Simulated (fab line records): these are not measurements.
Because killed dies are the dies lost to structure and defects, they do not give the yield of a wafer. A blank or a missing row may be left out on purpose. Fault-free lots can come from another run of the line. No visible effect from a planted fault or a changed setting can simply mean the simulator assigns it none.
The same fault as seen by 2 desks	flow gf180mcu	every desk sees just its own numbers, and what lay behind them comes last

== AT THE TOOL OWNER'S DESK: cvdW-01 ==
The tool's own readings at GF_V2_CVD_23 (deposits W, target thk 350 nm, time 104.94 s): means of the sampled wafers that have a number, for each lot that ran on this tool. If a lot's mean is further than 4 standard deviations from the usual mean, the lot is out of limits and carries the mark OUT (the distance appears in the brackets).
Columns: A = heaterPowerW at GF_V2_CVD_23, usual 826 W
lot	first seen here	A
L969	day 20 23:06	1002
L971	day 21 14:27	952
L984	day 26 02:39	1010
L985	day 26 12:43	952
This desk's finding: nothing out of limits on any of the 4 lots.

== AT THE METROLOGY DESK ==
Lot by lot, what the gauges showed, no matter which tool ran the lot: averages of those sampled wafers that carry a number. If a lot's mean is further than 4 standard deviations from the usual mean, the lot is out of limits and carries the mark OUT (the distance appears in the brackets).
Columns: A = V2_CVD_02_THK at GF_V2_THK_MEAS_03, usual 851 nm; B = V2_W_RS at GF_V2_RS_MEAS_24, usual 0.324 ohm/sq; C = V2_W_THK at GF_V2_THK_MEAS_25, usual 353 nm
lot	first seen here	A	B	C
L968	day 19 09:38	849	0.323	359
L969	day 19 22:08	859	0.323	352
L971	day 20 12:36	849	0.326	347
L984	day 25 04:05	854	0.602 (+87) OUT	190 (-27) OUT
L985	day 25 14:05	860	0.604 (+87) OUT	192 (-27) OUT
L986	day 25 17:31	848	0.323	360
L987	day 25 23:19	858	0.325	347
L989	day 26 13:05	860	0.320	348
L990	day 26 18:38	854	0.326	356
L991	day 27 03:56	845	0.329	347
This desk's finding: out of limits on L984, L985; first on L984, day 26 02:47 (V2_W_RS at GF_V2_RS_MEAS_24). L968, L969, L971, L986, L987, L989, L990, L991 stayed within limits.

== ALL TOGETHER ==
An alarm was possible from the metrology desk at day 26 02:47, on L984, L985.
Nothing out of limits was seen by the tool owner's desk.
The tool owner's desk has L984, L985 on record, within its limits.
All the named lots went through GF_V2_CVD_23 on cvdW-01.

== WHAT HAD BEEN PUT IN BY THE SIMULATOR ==
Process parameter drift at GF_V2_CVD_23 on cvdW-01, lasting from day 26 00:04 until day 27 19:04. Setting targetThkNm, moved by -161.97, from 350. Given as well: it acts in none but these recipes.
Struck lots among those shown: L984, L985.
Time in hours between the start of the fault and the first out-of-limits reading at each desk: metrology desk, 3.
